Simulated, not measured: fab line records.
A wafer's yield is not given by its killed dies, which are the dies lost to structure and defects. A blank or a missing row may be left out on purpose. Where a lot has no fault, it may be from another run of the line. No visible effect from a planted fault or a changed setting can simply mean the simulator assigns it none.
Which tool did it? | flow sky130 | 12 lots with 36 wafers sampled at 6 steps, on a route of 708 steps

## WHAT EACH GAUGE READ, for each wafer
SKY_LI_CONTACT_RS_MEAS_22: the measuring method here is four-point-probe.
lot  | measured     | on            | LI_CONTACT_W_RS (ohm/sq)
L259 | day 29 11:32 | film metro-04 | 0.288 0.285 0.289
L260 | day 29 20:20 | film metro-04 | 0.285 0.281 0.279
L261 | day 30 04:01 | film metro-04 | 0.277 0.281 0.277
L262 | day 30 05:59 | film metro-04 | 0.289 0.288 0.286
L263 | day 30 15:00 | film metro-03 | 0.292 0.292 0.294
L265 | day 31 09:05 | film metro-01 | 0.281 0.289 0.281
L267 | day 32 03:25 | film metro-04 | 0.288 0.295 0.284
L268 | day 32 04:11 | film metro-04 | 0.288 0.280 0.278
L270 | day 32 19:10 | film metro-01 | 0.278 0.275 0.275
L278 | day 35 13:16 | film metro-03 | 0.283 0.262 0.283
L280 | day 35 21:14 | film metro-04 | 0.281 0.261 0.284
L281 | day 36 06:03 | film metro-04 | 0.285 0.286 0.289

SKY_LI_CONTACT_THK_MEAS_23: measures by xrf.
lot  | measured     | on            | LI_CONTACT_W_THK (nm)
L259 | day 29 11:39 | film metro-04 | 385 388 384
L260 | day 29 20:28 | film metro-04 | 391 395 398
L261 | day 30 04:07 | film metro-04 | 410 402 411
L262 | day 30 06:06 | film metro-04 | 394 393 396
L263 | day 30 15:07 | film metro-03 | 381 378 377
L265 | day 31 09:11 | film metro-01 | 396 383 392
L267 | day 32 03:31 | film metro-04 | 393 381 397
L268 | day 32 04:19 | film metro-04 | 391 403 403
L270 | day 32 19:17 | film metro-01 | 401 406 405
L278 | day 35 13:23 | film metro-03 | 392 418 389
L280 | day 35 21:22 | film metro-04 | 398 428 395
L281 | day 36 06:09 | film metro-04 | 396 395 391

SKY_VIA1_CD_MEAS_12: the cd target is 150 nm.
lot  | measured     | on        | cd nm (nm)
L259 | day 34 06:38 | cd sem-02 | 151.3 153.5 151.7
L260 | day 34 15:11 | cd sem-02 | 150.4 149.8 150.0
L261 | day 34 21:31 | cd sem-02 | 149.7 149.4 150.3
L262 | day 34 23:04 | cd sem-01 | 148.9 150.4 151.2
L263 | day 35 08:40 | cd sem-02 | 148.2 150.3 150.2
L265 | day 36 01:04 | cd sem-02 | 151.3 150.0 151.1
L267 | day 36 18:22 | cd sem-01 | 151.6 151.0 151.4
L268 | day 36 19:46 | cd sem-01 | 148.9 149.5 150.1
L270 | day 37 08:44 | cd sem-01 | 150.6 148.9 152.3
L278 | day 40 00:07 | cd sem-01 | 153.2 153.1 155.3
L280 | day 40 07:28 | cd sem-01 | 152.8 153.3 153.4
L281 | day 40 16:14 | cd sem-02 | 151.4 151.1 148.8

## TOOL THAT RAN EACH LOT (tool first, then ch and the chambers of the sampled wafers, then the start)
lot  | SKY_LI_CONTACT_CVD_21         | SKY_METAL1_SPUTTER_00        | SKY_METAL1_SPUTTER_01
L259 | cvd w-02 ch 0,1, day 29 11:24 | pvd sputter-04, day 31 23:29 | pvd sputter-04, day 31 23:30
L260 | cvd w-01 ch 0,1, day 29 20:13 | pvd sputter-02, day 32 07:10 | pvd sputter-02, day 32 07:11
L261 | cvd w-01 ch 0,1, day 30 03:54 | pvd sputter-01, day 32 14:27 | pvd sputter-01, day 32 14:28
L262 | cvd w-02 ch 0,1, day 30 05:51 | pvd sputter-02, day 32 16:35 | pvd sputter-02, day 32 16:37
L263 | cvd w-02 ch 1, day 30 14:51   | pvd sputter-01, day 33 01:07 | pvd sputter-01, day 33 01:08
L265 | cvd w-02 ch 0,1, day 31 08:58 | pvd sputter-01, day 33 18:46 | pvd sputter-01, day 33 18:47
L267 | cvd w-02 ch 0,1, day 32 03:16 | pvd sputter-02, day 34 12:25 | pvd sputter-02, day 34 12:27
L268 | cvd w-01 ch 0,1, day 32 04:04 | pvd sputter-01, day 34 13:46 | pvd sputter-01, day 34 13:47
L270 | cvd w-01 ch 0,1, day 32 19:02 | pvd sputter-02, day 35 03:34 | pvd sputter-02, day 35 03:35
L278 | cvd w-01 ch 0,1, day 35 13:08 | pvd sputter-02, day 37 19:49 | pvd sputter-02, day 37 19:50
L280 | cvd w-01 ch 0,1, day 35 21:07 | pvd sputter-01, day 38 04:41 | pvd sputter-01, day 38 04:43
L281 | cvd w-02 ch 0,1, day 36 05:56 | pvd sputter-01, day 38 13:29 | pvd sputter-01, day 38 13:31
- SKY_LI_CONTACT_CVD_21: deposits W, target thk 400 nm, time 120.56 s.
- SKY_METAL1_SPUTTER_00: material Ti, target thk 15 nm, time 10 s.
- SKY_METAL1_SPUTTER_01: material TiN, target thk 20 nm, time 16.7 s.

## WHAT THE TOOLS THEMSELVES READ (means of the sampled wafers that have a number; where no wafer has one, the mark that the record gives instead)
SKY_LI_CONTACT_CVD_21.
lot  | tool     | chamber pressure Torr (Torr) | heater power w (W)
L259 | cvd w-02 | 40.02                        | 876
L260 | cvd w-01 | 40.04                        | 838
L261 | cvd w-01 | 39.98                        | 832
L262 | cvd w-02 | 40.05                        | 886
L263 | cvd w-02 | 40.06                        | 963
L265 | cvd w-02 | 40.00                        | 817
L267 | cvd w-02 | 40.11                        | 882
L268 | cvd w-01 | 40.05                        | 831
L270 | cvd w-01 | 39.98                        | 843
L278 | cvd w-01 | 41.88                        | 866
L280 | cvd w-01 | 41.88                        | 859
L281 | cvd w-02 | 40.05                        | 901

SKY_METAL1_SPUTTER_00.
lot  | tool           | throttle valve pct (%)
L259 | pvd sputter-04 | 28.6
L260 | pvd sputter-02 | 30.3
L261 | pvd sputter-01 | 29.8
L262 | pvd sputter-02 | 30.2
L263 | pvd sputter-01 | 29.7
L265 | pvd sputter-01 | 29.2
L267 | pvd sputter-02 | 29.6
L268 | pvd sputter-01 | 30.0
L270 | pvd sputter-02 | 29.8
L278 | pvd sputter-02 | 30.0
L280 | pvd sputter-01 | 29.8
L281 | pvd sputter-01 | 29.4

SKY_METAL1_SPUTTER_01.
lot  | tool           | throttle valve pct (%)
L259 | pvd sputter-04 | 28.6
L260 | pvd sputter-02 | 30.3
L261 | pvd sputter-01 | 30.0
L262 | pvd sputter-02 | 30.2
L263 | pvd sputter-01 | 29.6
L265 | pvd sputter-01 | 29.1
L267 | pvd sputter-02 | 29.6
L268 | pvd sputter-01 | 29.9
L270 | pvd sputter-02 | 30.0
L278 | pvd sputter-02 | 30.1
L280 | pvd sputter-01 | 29.9
L281 | pvd sputter-01 | 29.3

## THE ANSWER, worked out from the rows above alone
Rule: what is usual is taken from the lots themselves. The widest of any qualifying gaps counts: lots, ordered by their means at a reading, are off when they make up no more than a third of the lots, leave a main group of 4 or more, and stand apart from it by 3 or more times the standard deviation of that group's means. The tables above print the reading to a certain number of digits; a main group whose means all agree to those digits is not used. A lot without any number at a reading at which 4 lots or more have one is off too. The other lots that the step has rows for count as sound. The gauges are gone through in route order, then the tools' own readings, and for those a lot's mean is taken as printed above. At the first step where some lot is off, the reading lying furthest off is the one used; lots without a number count as furthest.
Off: L278, L280 (SKY_LI_CONTACT_CVD_21, chamber pressure Torr). Mean 40.03 Torr and standard deviation 0.038 in the main group.
If a tool, at that step or one of the process steps before it, ran each lot that is off and ran no sound lot following the first of them, it fits. One fits: SKY_LI_CONTACT_CVD_21 on cvd w-01. Its last sound lot is L270 (day 32 19:02), its first lot that is off L278 (day 35 13:08): a fault that began between those two fits.
The tool's own readings at SKY_LI_CONTACT_CVD_21 bear it out: on the lots that are off they differ by more than 5 times the standard deviation of the sound lots' means. chamber pressure Torr reads 41.88 Torr there against 40.03 Torr on the sound lots.

## WHAT HAD BEEN PUT IN BY THE SIMULATOR
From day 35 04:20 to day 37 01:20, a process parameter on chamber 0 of cvd w-01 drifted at SKY_LI_CONTACT_CVD_21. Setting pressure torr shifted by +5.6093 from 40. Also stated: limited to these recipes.
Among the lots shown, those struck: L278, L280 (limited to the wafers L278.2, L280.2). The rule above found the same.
